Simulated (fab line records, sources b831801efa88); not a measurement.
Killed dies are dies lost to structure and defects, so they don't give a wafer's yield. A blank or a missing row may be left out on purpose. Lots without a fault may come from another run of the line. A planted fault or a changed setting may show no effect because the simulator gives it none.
Which tool did it? | flow sky130 | 12 lots, 36 wafers sampled, at 5 steps of a route of 708

WHAT THE GAUGES READ, wafer by wafer
SKY_SONOS_TUNNEL_CD_MEAS_07: target cd 410 nm. Usual: cd_nm 409.7 nm, standard deviation 2.2.
lot  | measured     | on        | cd_nm (nm)        | flag
L800 | day 11 04:11 | cd_sem-02 | 406.9 407.5 408.2 |
L801 | day 12 05:28 | cd_sem-01 | 412.9 412.3 411.9 |
L802 | day 12 05:44 | cd_sem-01 | 411.8 407.8 411.0 |
L803 | day 12 10:58 | cd_sem-02 | 409.5 408.7 408.6 |
L806 | day 13 11:11 | cd_sem-02 | 407.0 406.3 408.1 |
L808 | day 13 21:44 | cd_sem-02 | 412.3 411.2 409.8 |
L811 | day 15 11:40 | cd_sem-01 | 411.8 413.4 412.7 |
L819 | day 18 05:28 | cd_sem-01 | 405.0 409.0 406.8 |
L821 | day 18 06:04 | cd_sem-02 | 408.5 408.9 407.9 |
L820 | day 18 17:52 | cd_sem-01 | 410.6 409.6 410.0 |
L822 | day 19 04:46 | cd_sem-01 | 413.1 413.0 410.7 |
L823 | day 19 05:41 | cd_sem-02 | 407.4 410.6 407.9 |

SKY_LDD_HVP_OVL_MEAS_07. Usual: LDD_HVP_OVL -0.5 nm, standard deviation 1.2.
lot  | measured     | on         | LDD_HVP_OVL (nm) | flag
L800 | day 21 04:37 | overlay-01 | 0.5 -1.4 0.2     |
L801 | day 22 14:18 | overlay-02 | -1.0 -1.1 -0.3   |
L802 | day 22 13:14 | overlay-02 | -0.6 -0.7 -0.4   |
L803 | day 22 20:35 | overlay-02 | -2.5 -0.2 -1.2   |
L806 | day 24 00:29 | overlay-02 | -2.8 -1.7 -1.3   |
L808 | day 24 15:22 | overlay-01 | -0.2 1.4 1.2     |
L811 | day 26 03:02 | overlay-01 | 1.0 0.4 1.7      |
L819 | day 28 20:59 | overlay-01 | 0.4 -0.3 -1.5    |
L821 | day 28 21:37 | overlay-01 | -2.6 -2.8 -3.2   |
L820 | day 29 06:34 | overlay-02 | -0.6 -3.3 -0.2   |
L822 | day 29 15:28 | overlay-01 | -0.8 -1.1 0.0    |
L823 | day 29 18:05 | overlay-02 | -0.1 -1.1 -0.1   |

SKY_SPACER_THK_MEAS_01. Usual: SPACER_CVD_00_THK 42.9 nm, standard deviation 0.39.
lot  | measured     | on            | SPACER_CVD_00_THK (nm)        | flag
L800 | day 22 14:04 | film_metro-04 | 43.0 43.3 43.3                |
L801 | day 23 22:56 | film_metro-01 | 43.4 43.6 43.4                |
L802 | day 23 20:23 | film_metro-04 | 42.2 42.3 42.4                |
L803 | day 24 04:17 | film_metro-04 | 43.1 43.3 43.3                |
L806 | day 25 09:35 | film_metro-01 | 42.6 42.8 42.8                |
L808 | day 26 00:04 | film_metro-02 | 43.2 42.9 43.0                |
L811 | day 27 09:29 | film_metro-04 | 75.0 75.2 75.2 75.0 75.1 75.2 | OFF
L819 | day 30 04:13 | film_metro-01 | 43.0 42.5 42.9                |
L821 | day 30 04:13 | film_metro-02 | 43.4 43.0 43.0                |
L820 | day 30 12:56 | film_metro-04 | 43.5 43.3 43.5                |
L822 | day 30 21:22 | film_metro-04 | 42.6 42.0 42.4                |
L823 | day 31 00:59 | film_metro-01 | 43.0 43.6 43.1                |

SKY_POLY_CUT_CD_MEAS_08: target cd 270 nm. Usual: cd_nm 270.6 nm, standard deviation 1.4.
lot  | measured     | on        | cd_nm (nm)        | flag
L800 | day 24 00:12 | cd_sem-01 | 269.6 269.3 269.1 |
L801 | day 25 04:43 | cd_sem-02 | 272.5 271.1 273.2 |
L802 | day 25 02:51 | cd_sem-01 | 270.6 271.6 271.6 |
L803 | day 25 10:24 | cd_sem-01 | 270.8 268.5 269.1 |
L806 | day 26 14:53 | cd_sem-01 | 270.9 270.8 272.5 |
L808 | day 27 04:46 | cd_sem-02 | 270.7 271.7 272.6 |
L819 | day 31 06:48 | cd_sem-02 | 270.8 270.2 271.1 |
L821 | day 31 07:16 | cd_sem-02 | 272.5 272.2 271.5 |
L820 | day 31 16:11 | cd_sem-01 | 270.8 270.4 269.5 |
L822 | day 31 23:49 | cd_sem-02 | 271.6 269.0 270.5 |
L823 | day 32 04:08 | cd_sem-02 | 268.4 271.7 271.3 |

WHICH TOOL RAN EACH LOT (tool, then ch and the chambers of the sampled wafers, then the start)
lot  | SKY_SPACER_CVD_00
L800 | lpcvd-02 ch 1, day 22 12:50
L801 | lpcvd-02 ch 1, day 23 21:44
L802 | lpcvd-02 ch 0, day 23 19:10
L803 | lpcvd-02 ch 1, day 24 03:05
L806 | lpcvd-02 ch 1, day 25 08:22
L808 | lpcvd-02 ch 1, day 25 22:51
L811 | lpcvd-02 ch 1, day 27 08:15
L819 | lpcvd-02 ch 0, day 30 03:01
L821 | lpcvd-02 ch 1, day 30 03:01
L820 | lpcvd-02 ch 1, day 30 11:44
L822 | lpcvd-02 ch 0, day 30 20:10
L823 | lpcvd-02 ch 1, day 30 23:46
- SKY_SPACER_CVD_00: deposits Si3N4 from DCS/NH3, target thk 43.1 nm, time 740 s.

WHAT THE TOOLS THEMSELVES READ (means of the sampled wafers that have a number; where no wafer has one, the mark that the record gives instead)
SKY_SPACER_CVD_00. Usual: spike_tc_bottom_C 787.8 C, standard deviation 1.1; spike_tc_centre_C 771.3 C, standard deviation 0.96; spike_tc_lower_C 770.4 C, standard deviation 1.2; spike_tc_top_C 782 C, standard deviation 3.4; spike_tc_upper_C 769.0 C, standard deviation 1.6; susceptor_temp_C 770.0 C, standard deviation 0.36; zone_power_bottom_pct 18.9 %, standard deviation 0.52; zone_power_centre_pct 13.0 %, standard deviation 0.33; zone_power_lower_pct 13.89 %, standard deviation 0.13; zone_power_upper_pct 13.6 %, standard deviation 0.36.
lot  | tool     | spike_tc_bottom_C (C) | spike_tc_centre_C (C) | spike_tc_lower_C (C) | spike_tc_top_C (C) | spike_tc_upper_C (C) | susceptor_temp_C (C) | zone_power_bottom_pct (%) | zone_power_centre_pct (%) | zone_power_lower_pct (%) | zone_power_upper_pct (%) | flag
L800 | lpcvd-02 | 787.2                 | 771.1                 | 771.4                | 786                | 770.7                | 769.8                | 19.4                      | 12.7                      | 13.81                    | 13.2                     |
L801 | lpcvd-02 | 787.2                 | 770.7                 | 771.2                | 786                | 770.0                | 769.9                | 19.4                      | 12.5                      | 13.91                    | 13.2                     |
L802 | lpcvd-02 | 788.2                 | 771.8                 | 769.8                | 779                | 768.4                | 770.0                | 18.6                      | 13.3                      | 13.81                    | 13.9                     |
L803 | lpcvd-02 | 787.6                 | 769.8                 | 770.8                | 786                | 770.8                | 770.4                | 19.4                      | 12.6                      | 14.00                    | 13.2                     |
L806 | lpcvd-02 | 788.6                 | 770.0                 | 771.6                | 785                | 771.5                | 770.5                | 19.4                      | 12.7                      | 13.98                    | 13.2                     |
L808 | lpcvd-02 | 787.2                 | 771.3                 | 771.9                | 787                | 770.7                | 769.7                | 19.5                      | 12.6                      | 13.82                    | 13.3                     |
L811 | lpcvd-02 | 840.7                 | 824.2                 | 824.1                | 838                | 823.2                | 823.1                | 22.1                      | 14.4                      | 15.80                    | 15.2                     | OFF
L819 | lpcvd-02 | 789.3                 | 770.6                 | 770.4                | 779                | 768.3                | 769.8                | 18.4                      | 13.1                      | 13.80                    | 13.9                     |
L821 | lpcvd-02 | 786.5                 | 771.2                 | 770.5                | 786                | 770.8                | 770.3                | 19.7                      | 12.6                      | 13.82                    | 13.3                     |
L820 | lpcvd-02 | 787.3                 | 771.2                 | 770.7                | 787                | 770.6                | 769.4                | 19.5                      | 12.8                      | 13.81                    | 13.2                     |
L822 | lpcvd-02 | 787.8                 | 772.5                 | 769.8                | 781                | 766.6                | 770.0                | 18.5                      | 13.2                      | 13.93                    | 14.0                     |
L823 | lpcvd-02 | 787.0                 | 771.9                 | 771.5                | 785                | 770.2                | 769.7                | 19.5                      | 12.7                      | 13.97                    | 13.1                     |

THE ANSWER, worked out from the rows above alone
Rule: a lot is off if the mean of its wafers that have a number lies more than 3 standard deviations from the usual mean. A lot without any number at a reading at which 4 lots or more have one is off too. The other lots that the step has rows for count as sound. The gauges are gone through in route order, then the tools' own readings, and for those a lot's mean is taken as printed above. The first step at which some lot is off is used, and at that step the reading that is off furthest; a lot without a number counts as furthest.
Off: L811, at SKY_SPACER_THK_MEAS_01 (SPACER_CVD_00_THK).
A tool fits if, at a process step before that reading, it ran every lot that is off, and no sound lot after the first of them. The gauges at SKY_SPACER_THK_MEAS_01 aren't tried: what is off there is off at SKY_SPACER_CVD_00 too, on other tools, and a gauge's error can't cause that. None of those tried fits.

WHAT THE SIMULATOR HAD PUT IN
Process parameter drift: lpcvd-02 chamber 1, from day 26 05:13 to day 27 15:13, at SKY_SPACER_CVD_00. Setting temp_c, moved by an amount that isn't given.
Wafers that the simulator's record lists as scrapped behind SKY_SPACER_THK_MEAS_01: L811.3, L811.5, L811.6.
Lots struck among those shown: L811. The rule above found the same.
